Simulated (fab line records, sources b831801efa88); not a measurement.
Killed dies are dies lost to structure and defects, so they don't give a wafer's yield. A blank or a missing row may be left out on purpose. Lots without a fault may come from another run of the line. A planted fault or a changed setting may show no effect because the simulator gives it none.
Which tool did it? | flow sky130 | 13 lots, 39 wafers sampled, at 4 steps of a route of 708

WHAT THE GAUGES READ, wafer by wafer
SKY_POLY_GATE_THK_MEAS_01.
lot  | measured     | on            | POLY_GATE_CVD_00_THK (nm)
L201 | day 14 02:32 | film_metro-04 | 179.3 181.1 181.5
L202 | day 14 13:32 | film_metro-04 | 181.3 181.0 181.6
L204 | day 15 05:14 | film_metro-02 | 178.4 178.6 178.4
L214 | day 19 02:44 | film_metro-01 | 179.4 179.0 179.4
L215 | day 19 12:53 | film_metro-01 | 183.6 183.2 182.5
L216 | day 19 20:47 | film_metro-04 | 180.0 180.8 182.0
L217 | day 20 00:17 | film_metro-02 | 179.6 179.6 178.6
L220 | day 21 10:29 | film_metro-01 | 179.8 180.2 180.1
L223 | day 22 04:51 | film_metro-04 | 179.7 179.9 180.6
L222 | day 22 04:52 | film_metro-02 | 179.5 178.5 180.7

SKY_SD_N_OVL_MEAS_08.
lot  | measured     | on         | SD_N_OVL (nm)
L201 | day 27 23:01 | overlay-02 | -1.1 -3.2 -1.3
L202 | day 29 09:28 | overlay-01 | 0.2 -0.3 -0.4
L204 | day 29 10:59 | overlay-01 | 1.0 -1.0 0.1
L214 | day 32 16:00 | overlay-02 | 0.8 0.8 -3.2
L215 | day 33 01:01 | overlay-01 | 1.6 0.2 0.7
L216 | day 33 08:51 | overlay-02 | -0.1 -1.3 0.1
L217 | day 33 16:05 | overlay-01 | -2.5 -0.2 -3.1
L220 | day 34 14:29 | overlay-01 | -0.5 1.4 0.0
L223 | day 36 10:21 | overlay-01 | -1.8 -0.1 -0.9
L222 | day 36 12:09 | overlay-02 | 0.1 0.3 -0.2

WHICH TOOL RAN EACH LOT (tool, then ch and the chambers of the sampled wafers, then the start)
lot  | SKY_FIELD_ISO_CMP_27         | SKY_DNWELL_STRIP_08
L201 | cmp-01 ch 1,2,3, day 2 12:32 | plasma_asher-01 ch 0,1, day 3 08:05
L202 | cmp-02 ch 1,3, day 2 21:16   | plasma_asher-01 ch 0,1, day 3 15:46
L204 | cmp-02 ch 1,2,3, day 3 05:22 | plasma_asher-02 ch 0, day 4 00:38
L210 | cmp-01 ch 0,1,2, day 4 13:10 | -
L211 | cmp-02 ch 0,1,3, day 4 17:41 | -
L212 | cmp-02 ch 0,2, day 5 00:29   | -
L214 | cmp-01 ch 0,1, day 5 09:56   | plasma_asher-02 ch 1, day 6 07:16
L215 | cmp-02 ch 0,2,3, day 5 14:34 | plasma_asher-04 ch 1, day 6 11:34
L216 | cmp-01 ch 2,3, day 5 21:30   | plasma_asher-02 ch 0,1, day 6 19:15
L217 | cmp-01 ch 1,2,3, day 6 02:01 | plasma_asher-04 ch 0,1, day 7 00:16
L220 | cmp-02 ch 0,2,3, day 6 20:16 | plasma_asher-01 ch 0,1, day 7 20:22
L223 | cmp-01 ch 0,2, day 7 09:50   | plasma_asher-01 ch 0,1, day 8 08:51
L222 | cmp-02 ch 0,1, day 7 09:53   | plasma_asher-02 ch 0,1, day 8 08:36
- SKY_FIELD_ISO_CMP_27: polishes, stops on Si3N4, t overpolish 16 s, target thk 457.8 nm.
- SKY_DNWELL_STRIP_08: strips in O2/N2.

WHAT THE TOOLS THEMSELVES READ (means of the sampled wafers that have a number; where no wafer has one, the mark that the record gives instead)
SKY_FIELD_ISO_CMP_27.
lot  | tool   | edge_zone_pressure_frac | head_pressure_psi (psi) | motor_current_A (A) | overpolish_run_s (s) | retaining_ring_pressure_frac | time_to_endpoint_s (s)
L201 | cmp-01 | 1.004                   | 3.992                   | 12.9                | 16.003               | 0.998                        | 110
L202 | cmp-02 | 1.004                   | 4.003                   | 12.3                | 16.008               | 0.999                        | 113
L204 | cmp-02 | 1.002                   | 3.996                   | 12.7                | 15.991               | 0.999                        | 114
L210 | cmp-01 | -                       | -                       | -                   | -                    | -                            | -
L211 | cmp-02 | -                       | -                       | -                   | -                    | -                            | -
L212 | cmp-02 | -                       | -                       | -                   | -                    | -                            | -
L214 | cmp-01 | 1.008                   | 3.996                   | 13.0                | 15.998               | 1.001                        | 112
L215 | cmp-02 | 0.998                   | 4.000                   | 12.9                | 16.006               | 1.003                        | 111
L216 | cmp-01 | 0.999                   | 3.993                   | 12.1                | 16.001               | 0.995                        | 115
L217 | cmp-01 | 1.001                   | 4.004                   | 12.6                | 16.004               | 1.000                        | 110
L220 | cmp-02 | 1.002                   | 4.003                   | 12.8                | 15.991               | 0.998                        | 108
L223 | cmp-01 | 1.001                   | 4.002                   | 11.9                | 15.998               | 1.006                        | 110
L222 | cmp-02 | 1.003                   | 4.003                   | 10.9                | 16.002               | 0.995                        | 109

SKY_DNWELL_STRIP_08.
lot  | tool            | drypump_motor_current_A (A) | oes_product_au (a.u.) | strip_time_to_endpoint_s (s)
L201 | plasma_asher-01 | 5.7                         | 0.719                 | 36.84
L202 | plasma_asher-01 | 5.8                         | 0.723                 | 36.96
L204 | plasma_asher-02 | 5.8                         | 0.727                 | 36.93
L214 | plasma_asher-02 | 6.1                         | 0.722                 | 36.94
L215 | plasma_asher-04 | 4.9                         | 0.720                 | 36.95
L216 | plasma_asher-02 | 5.9                         | 0.725                 | 37.04
L217 | plasma_asher-04 | 5.2                         | 0.717                 | 36.93
L220 | plasma_asher-01 | 6.0                         | 0.721                 | 36.94
L223 | plasma_asher-01 | 6.0                         | 0.717                 | 36.89
L222 | plasma_asher-02 | 5.9                         | 0.722                 | 37.00

THE ANSWER, worked out from the rows above alone
Rule: what is usual is taken from the lots themselves. Put in order of their means at a reading, lots are off if they are a third of the lots or fewer, leave a main group of 4 or more, and stand apart from it by a gap of 3 or more times the standard deviation of the main group's means; of several such gaps the widest counts. A main group whose means are all the same, to the digits that the tables above print for the reading, isn't used. A lot without any number at a reading at which 4 lots or more have one is off too. The other lots that the step has rows for count as sound. The gauges are gone through in route order, then the tools' own readings, and for those a lot's mean is taken as printed above. The first step at which some lot is off is used, and at that step the reading that is off furthest; a lot without a number counts as furthest.
Off: L210, L211, L212, at SKY_FIELD_ISO_CMP_27 (edge_zone_pressure_frac). Without a number there: L210, L211, L212. The main group: mean 1.002, standard deviation 0.0027.
A tool fits if, at that step or a process step before it, it ran every lot that is off, and no sound lot after the first of them. None of those tried fits.

WHAT THE SIMULATOR HAD PUT IN
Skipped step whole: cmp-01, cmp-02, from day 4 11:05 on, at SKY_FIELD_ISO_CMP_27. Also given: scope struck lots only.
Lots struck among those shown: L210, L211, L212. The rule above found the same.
